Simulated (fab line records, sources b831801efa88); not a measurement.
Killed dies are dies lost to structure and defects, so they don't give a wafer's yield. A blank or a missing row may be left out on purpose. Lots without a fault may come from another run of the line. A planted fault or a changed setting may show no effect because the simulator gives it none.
Which tool did it? | flow sky130 | 12 lots, 36 wafers sampled, at 6 steps of a route of 708

WHAT THE GAUGES READ, wafer by wafer
SKY_LDD_P_CD_MEAS_07: target cd 380 nm.
lot  | measured     | on        | cd_nm (nm)
L456 | day 19 16:20 | cd_sem-02 | 378.8 379.9 378.0
L457 | day 19 18:07 | cd_sem-02 | 378.9 380.0 376.8
L458 | day 20 00:58 | cd_sem-01 | 377.4 378.2 379.0
L459 | day 20 06:31 | cd_sem-01 | 378.1 379.4 379.6
L460 | day 20 21:02 | cd_sem-02 | 380.9 382.6 379.7
L462 | day 21 11:47 | cd_sem-02 | 384.5 383.1 383.7
L463 | day 21 23:04 | cd_sem-01 | 377.2 378.3 377.8
L464 | day 22 02:34 | cd_sem-01 | 384.2 381.5 382.9
L468 | day 23 21:44 | cd_sem-02 | - - -
L477 | day 26 14:11 | cd_sem-01 | 380.1 378.6 378.1
L479 | day 27 15:16 | cd_sem-02 | 385.7 387.1 387.4
L478 | day 27 17:30 | cd_sem-01 | 378.2 379.2 378.0

SKY_LDD_P_TW_MEAS_11.
lot  | measured     | on            | LDD_P_TW
L456 | day 19 16:44 | film_metro-02 | 633 628 628
L457 | day 19 18:30 | film_metro-04 | 643 646 642
L458 | day 20 01:23 | film_metro-03 | 637 640 641
L459 | day 20 06:56 | film_metro-03 | 641 642 642
L460 | day 20 21:26 | film_metro-04 | 640 644 645
L462 | day 21 12:11 | film_metro-02 | 630 632 630
L463 | day 21 23:27 | film_metro-02 | 627 630 632
L464 | day 22 02:57 | film_metro-03 | 640 638 640
L468 | day 23 22:08 | film_metro-02 | 30 30 30 30 30 30
L477 | day 26 14:35 | film_metro-04 | 646 647 651
L479 | day 27 15:41 | film_metro-04 | 643 639 641
L478 | day 27 17:52 | film_metro-02 | 633 631 632

SKY_LDD_HVN_TW_MEAS_10.
lot  | measured     | on            | LDD_HVN_TW
L456 | day 20 23:49 | film_metro-04 | 1460 1456 1454
L457 | day 21 02:06 | film_metro-03 | 1464 1455 1458
L458 | day 21 08:44 | film_metro-04 | 1470 1462 1467
L459 | day 21 13:52 | film_metro-01 | 1431 1427 1431
L460 | day 22 04:42 | film_metro-01 | 1436 1439 1430
L462 | day 22 19:35 | film_metro-01 | 1426 1435 1429
L463 | day 23 06:07 | film_metro-04 | 1467 1465 1466
L464 | day 23 10:27 | film_metro-04 | 1458 1463 1465
L477 | day 27 19:21 | film_metro-01 | 1421 1426 1431
L479 | day 28 20:29 | film_metro-03 | 1441 1445 1446
L478 | day 28 22:43 | film_metro-01 | 1425 1427 1425

SKY_LDD_HVP_OVL_MEAS_07.
lot  | measured     | on         | LDD_HVP_OVL (nm)
L456 | day 22 06:23 | overlay-02 | 1.9 0.4 0.7
L457 | day 22 08:22 | overlay-02 | -1.9 -0.4 -0.6
L458 | day 22 15:53 | overlay-02 | -1.7 -1.2 -0.7
L459 | day 22 20:29 | overlay-01 | -0.5 -0.2 0.1
L460 | day 23 10:28 | overlay-01 | -0.6 0.3 0.7
L462 | day 24 01:30 | overlay-01 | -0.9 -1.4 -2.0
L463 | day 24 12:17 | overlay-01 | -0.6 -1.0 -1.5
L464 | day 24 16:17 | overlay-02 | 3.9 3.0 2.4
L477 | day 29 00:05 | overlay-01 | -2.5 -3.6 -2.4
L479 | day 30 00:04 | overlay-01 | -0.3 -0.7 -0.3
L478 | day 30 02:13 | overlay-02 | 0.0 -2.3 0.1

SKY_LDD_HVP_TW_MEAS_10.
lot  | measured     | on            | LDD_HVP_TW
L456 | day 22 06:40 | film_metro-01 | 454 455 456
L457 | day 22 08:39 | film_metro-01 | 456 454 456
L458 | day 22 16:10 | film_metro-02 | 451 451 450
L459 | day 22 20:46 | film_metro-02 | 452 447 451
L460 | day 23 10:45 | film_metro-01 | 453 454 455
L462 | day 24 01:47 | film_metro-03 | 462 461 462
L463 | day 24 12:35 | film_metro-02 | 453 450 455
L464 | day 24 16:35 | film_metro-01 | 456 456 454
L477 | day 29 00:22 | film_metro-03 | 461 459 462
L479 | day 30 00:22 | film_metro-01 | 456 455 455
L478 | day 30 02:31 | film_metro-02 | 448 450 453

WHICH TOOL RAN EACH LOT (tool, then ch and the chambers of the sampled wafers, then the start)
lot  | SKY_LDD_P_EXPOSE_04
L456 | iline_stepper-01 ch 0, day 19 00:49
L457 | iline_stepper-02 ch 0, day 19 02:13
L458 | iline_stepper-01 ch 0, day 19 09:18
L459 | iline_stepper-01 ch 0, day 19 15:28
L460 | iline_stepper-01 ch 0, day 20 06:02
L462 | iline_stepper-02 ch 0, day 20 19:55
L463 | iline_stepper-02 ch 0, day 21 07:56
L464 | iline_stepper-02 ch 0, day 21 11:31
L468 | iline_stepper-02 ch 0, day 23 06:21
L477 | iline_stepper-02 ch 0, day 25 23:49
L479 | iline_stepper-01 ch 0, day 27 01:48
L478 | iline_stepper-01 ch 0, day 27 02:41
- SKY_LDD_P_EXPOSE_04: exposes mask PSDM, target cd 380 nm.

WHAT THE TOOLS THEMSELVES READ (means of the sampled wafers that have a number; where no wafer has one, the mark that the record gives instead)
SKY_LDD_P_EXPOSE_04.
lot  | tool             | stage_vel_mm_s (mm/s)
L456 | iline_stepper-01 | 500.13
L457 | iline_stepper-02 | 499.91
L458 | iline_stepper-01 | 500.23
L459 | iline_stepper-01 | 500.04
L460 | iline_stepper-01 | 500.13
L462 | iline_stepper-02 | 500.12
L463 | iline_stepper-02 | 499.84
L464 | iline_stepper-02 | 500.15
L468 | iline_stepper-02 | 500.23
L477 | iline_stepper-02 | 500.06
L479 | iline_stepper-01 | 499.88
L478 | iline_stepper-01 | 500.15

THE ANSWER, worked out from the rows above alone
Rule: what is usual is taken from the lots themselves. Put in order of their means at a reading, lots are off if they are a third of the lots or fewer, leave a main group of 4 or more, and stand apart from it by a gap of 3 or more times the standard deviation of the main group's means; of several such gaps the widest counts. A main group whose means are all the same, to the digits that the tables above print for the reading, isn't used. A lot without any number at a reading at which 4 lots or more have one is off too. The other lots that the step has rows for count as sound. The gauges are gone through in route order, then the tools' own readings, and for those a lot's mean is taken as printed above. The first step at which some lot is off is used, and at that step the reading that is off furthest; a lot without a number counts as furthest.
Off: L468, at SKY_LDD_P_CD_MEAS_07 (cd_nm). Without a number there: L468. The main group: mean 380.4 nm, standard deviation 2.7.
A tool fits if, at a process step before that reading, it ran every lot that is off, and no sound lot after the first of them. The gauges at SKY_LDD_P_CD_MEAS_07 aren't tried: what is off there is off at SKY_LDD_P_TW_MEAS_11 too, on other tools, and a gauge's error can't cause that. None of those tried fits.

WHAT THE SIMULATOR HAD PUT IN
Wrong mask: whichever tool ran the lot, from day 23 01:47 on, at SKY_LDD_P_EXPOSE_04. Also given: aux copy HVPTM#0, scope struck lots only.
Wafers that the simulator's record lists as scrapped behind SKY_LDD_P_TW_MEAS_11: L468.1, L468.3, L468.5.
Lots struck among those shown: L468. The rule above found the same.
